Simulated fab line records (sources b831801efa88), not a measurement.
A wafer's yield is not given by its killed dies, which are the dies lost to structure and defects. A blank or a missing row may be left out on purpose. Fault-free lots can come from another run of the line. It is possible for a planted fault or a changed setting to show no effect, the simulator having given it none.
The tool behind it: which one? + flow sfq-line + Sampling: 14 lots, 41 wafers, 4 of 325 route steps

== WHAT THE GAUGES SHOWED, per wafer ==
No reading from a measuring or inspecting step in the record can be judged against a usual standard deviation.

== WHAT TOOL EACH LOT RAN ON (gives the tool, then ch and the chambers of the sampled wafers, and finally the start) ==
| lot  | SFQ_TRILAYER_JJ_TRILAYER_DEP_SPUTTER_112 | SFQ_TRILAYER_M5_ETCH_METAL_ETCH_126 | SFQ_TRILAYER_A5B_METRO_MEASURE_131 | SFQ_TRILAYER_R5_STRIP_STRIP_140   |
|------|------------------------------------------|-------------------------------------|------------------------------------|-----------------------------------|
| L493 | pvd-sputter-06, day 45 19:00             | rie-metal-02 ch 0,1, day 46 02:35   | film-metro-03, day 46 20:14        | rie-metal-01 ch 0,1, day 53 08:51 |
| L494 | pvd-sputter-03, day 46 16:36             | rie-metal-03 ch 0,1, day 47 00:14   | film-metro-01, day 47 11:40        | rie-metal-01 ch 0,1, day 53 21:03 |
| L497 | pvd-sputter-03, day 48 21:24             | rie-metal-04 ch 0,1, day 59 14:50   | film-metro-03, day 59 19:48        | rie-metal-02 ch 0,1, day 60 01:40 |
| L498 | pvd-sputter-04, day 49 11:23             | rie-metal-04 ch 0,1, day 59 23:18   | film-metro-04, day 60 04:06        | rie-metal-02 ch 0,1, day 60 11:53 |
| L499 | pvd-sputter-04, day 49 23:23             | rie-metal-02 ch 0,1, day 60 10:02   | film-metro-04, day 60 14:07        | rie-metal-01 ch 0,1, day 60 17:59 |
| L500 | pvd-sputter-04, day 50 10:11             | rie-metal-03 ch 1, day 61 01:33     | film-metro-04, day 61 05:37        | rie-metal-03 ch 0,1, day 61 13:39 |
| L501 | pvd-sputter-06, day 51 23:34             | rie-metal-03 ch 0,1, day 62 12:21   | film-metro-03, day 62 17:35        | rie-metal-03 ch 1, day 63 02:51   |
| L502 | pvd-sputter-06, day 53 11:59             | rie-metal-02 ch 0,1, day 63 16:32   | film-metro-01, day 63 21:08        | rie-metal-02 ch 0,1, day 64 01:02 |
| L505 | pvd-sputter-03, day 54 09:35             | rie-metal-03 ch 1, day 64 11:48     | film-metro-03, day 64 16:24        | rie-metal-01 ch 0,1, day 69 19:27 |
| L506 | pvd-sputter-03, day 54 20:23             | rie-metal-03 ch 0,1, day 65 05:52   | film-metro-03, day 65 20:26        | rie-metal-01 ch 0, day 70 13:15   |
| L510 | pvd-sputter-03, day 55 10:47             | rie-metal-02 ch 0,1, day 66 04:40   | film-metro-04, day 66 20:14        | rie-metal-02 ch 0,1, day 71 15:27 |
| L511 | pvd-sputter-03, day 55 15:59             | rie-metal-02 ch 0,1, day 66 11:52   | film-metro-03, day 67 03:05        | rie-metal-02 ch 0,1, day 72 02:10 |
| L514 | pvd-sputter-06, day 56 02:20             | rie-metal-04 ch 0,1, day 67 02:16   | film-metro-01, day 67 11:14        | rie-metal-03 ch 0,1, day 72 10:34 |
| L516 | pvd-sputter-06, day 56 08:18             | rie-metal-04 ch 0,1, day 67 13:08   | film-metro-01, day 67 17:54        | rie-metal-03 ch 0,1, day 72 17:58 |
- SFQ_TRILAYER_JJ_TRILAYER_DEP_SPUTTER_112: material Nb, target thk 170 nm, time 113.3 s.
- SFQ_TRILAYER_M5_ETCH_METAL_ETCH_126: etches Nb in Cl2/BCl3, stops on SiO2, time 203.2 s, target depth 265 nm.
- SFQ_TRILAYER_A5B_METRO_MEASURE_131
- SFQ_TRILAYER_R5_STRIP_STRIP_140: strips in O2.

== WHAT THE TOOLS THEMSELVES READ (means of the sampled wafers that have a number; where no wafer has one, the mark that the record gives instead) ==
SFQ_TRILAYER_JJ_TRILAYER_DEP_SPUTTER_112.
| lot  | tool           | substrate-temp-c (C) | throttle-valve-pct (%) |
|------|----------------|----------------------|------------------------|
| L493 | pvd-sputter-06 | 19.86                | 28.7                   |
| L494 | pvd-sputter-03 | 19.92                | 29.7                   |
| L497 | pvd-sputter-03 | 19.94                | 30.3                   |
| L498 | pvd-sputter-04 | 20.14                | 30.0                   |
| L499 | pvd-sputter-04 | 20.04                | 29.3                   |
| L500 | pvd-sputter-04 | 19.92                | 30.0                   |
| L501 | pvd-sputter-06 | 19.95                | 29.1                   |
| L502 | pvd-sputter-06 | 20.00                | 28.7                   |
| L505 | pvd-sputter-03 | 20.02                | 30.0                   |
| L506 | pvd-sputter-03 | 20.07                | 30.9                   |
| L510 | pvd-sputter-03 | 20.11                | 29.2                   |
| L511 | pvd-sputter-03 | 19.86                | 29.2                   |
| L514 | pvd-sputter-06 | 20.04                | 28.8                   |
| L516 | pvd-sputter-06 | 20.07                | 28.6                   |

SFQ_TRILAYER_M5_ETCH_METAL_ETCH_126.
| lot  | tool         | drypump-motor-current-A (A) | oes-product-au (a.u.) | rf-fwd-power-W (W) |
|------|--------------|-----------------------------|-----------------------|--------------------|
| L493 | rie-metal-02 | 5.8                         | 0.736                 | 598.0              |
| L494 | rie-metal-03 | 6.3                         | 0.728                 | 598.5              |
| L497 | rie-metal-04 | 5.1                         | 0.725                 | 596.3              |
| L498 | rie-metal-04 | 5.5                         | 0.730                 | 597.9              |
| L499 | rie-metal-02 | 5.5                         | 0.726                 | 600.8              |
| L500 | rie-metal-03 | 6.1                         | 0.729                 | 597.8              |
| L501 | rie-metal-03 | 6.4                         | 0.732                 | 598.3              |
| L502 | rie-metal-02 | 5.5                         | 0.729                 | 597.1              |
| L505 | rie-metal-03 | 6.1                         | 0.730                 | 694.7              |
| L506 | rie-metal-03 | 6.4                         | 0.730                 | 629.6              |
| L510 | rie-metal-02 | 5.8                         | 0.728                 | 598.9              |
| L511 | rie-metal-02 | 5.5                         | 0.732                 | 597.4              |
| L514 | rie-metal-04 | 5.4                         | 0.735                 | 599.3              |
| L516 | rie-metal-04 | 5.1                         | 0.733                 | 598.8              |

SFQ_TRILAYER_A5B_METRO_MEASURE_131.
| lot  | tool          | thk-nm (nm) |
|------|---------------|-------------|
| L493 | film-metro-03 | 335         |
| L494 | film-metro-01 | 343         |
| L497 | film-metro-03 | 341         |
| L498 | film-metro-04 | 338         |
| L499 | film-metro-04 | 346         |
| L500 | film-metro-04 | 337         |
| L501 | film-metro-03 | 338         |
| L502 | film-metro-01 | 337         |
| L505 | film-metro-03 | 340         |
| L506 | film-metro-03 | 341         |
| L510 | film-metro-04 | 334         |
| L511 | film-metro-03 | 333         |
| L514 | film-metro-01 | 336         |
| L516 | film-metro-01 | 341         |

SFQ_TRILAYER_R5_STRIP_STRIP_140.
| lot  | tool         | drypump-motor-current-A (A) | oes-product-au (a.u.) |
|------|--------------|-----------------------------|-----------------------|
| L493 | rie-metal-01 | 5.9                         | 1.005                 |
| L494 | rie-metal-01 | 5.9                         | 1.001                 |
| L497 | rie-metal-02 | 5.5                         | 0.998                 |
| L498 | rie-metal-02 | 5.8                         | 1.006                 |
| L499 | rie-metal-01 | 5.9                         | 1.002                 |
| L500 | rie-metal-03 | 6.3                         | 1.003                 |
| L501 | rie-metal-03 | 6.1                         | 0.996                 |
| L502 | rie-metal-02 | 5.5                         | 0.992                 |
| L505 | rie-metal-01 | 5.8                         | 1.000                 |
| L506 | rie-metal-01 | 5.3                         | 1.004                 |
| L510 | rie-metal-02 | 5.5                         | 0.991                 |
| L511 | rie-metal-02 | 5.8                         | 0.999                 |
| L514 | rie-metal-03 | 6.3                         | 0.995                 |
| L516 | rie-metal-03 | 6.3                         | 1.001                 |

== THE ANSWER, worked out from the rows above alone ==
Rule: usual is defined by the lots themselves. Put in order of their means at a reading, lots are off if they are a third of the lots or fewer, leave a main group of 4 or more, and stand apart from it by a gap of 3 or more times the standard deviation of the main group's means; of several such gaps the widest counts. A main group whose means are all the same, to the digits that the tables above print for the reading, isn't used. A lot without any number at a reading at which 4 lots or more have one is off too. The other lots that the step has rows for count as sound. The gauges are gone through in route order, then the tools' own readings, and for those a lot's mean is taken as printed above. The first step at which some lot is off is used, and at that step the reading that is off furthest; a lot without a number counts as furthest.
Off: L505, L506, at SFQ_TRILAYER_M5_ETCH_METAL_ETCH_126 (rf-fwd-power-W). Main group: mean 598.3 W, sd 1.1.
A tool fits if, at that step or a process step before it, it ran every lot that is off, and no sound lot after the first of them. One fits: rie-metal-03 at SFQ_TRILAYER_M5_ETCH_METAL_ETCH_126. A fault onset in the window from L501 (day 62 12:21, its last sound lot) to L505 (day 64 11:48, its first lot off) fits.
On the lots that are off, the tool's own readings at SFQ_TRILAYER_M5_ETCH_METAL_ETCH_126 differ by more than 5 times the standard deviation of the sound lots' means, which bears it out; rf-fwd-power-W reads 662.2 W there versus 598.3 W on the sound lots.

== WHAT WAS PUT IN BY THE SIMULATOR ==
rie-metal-03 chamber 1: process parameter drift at SFQ_TRILAYER_M5_ETCH_METAL_ETCH_126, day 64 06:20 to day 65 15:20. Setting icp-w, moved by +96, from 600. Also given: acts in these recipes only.
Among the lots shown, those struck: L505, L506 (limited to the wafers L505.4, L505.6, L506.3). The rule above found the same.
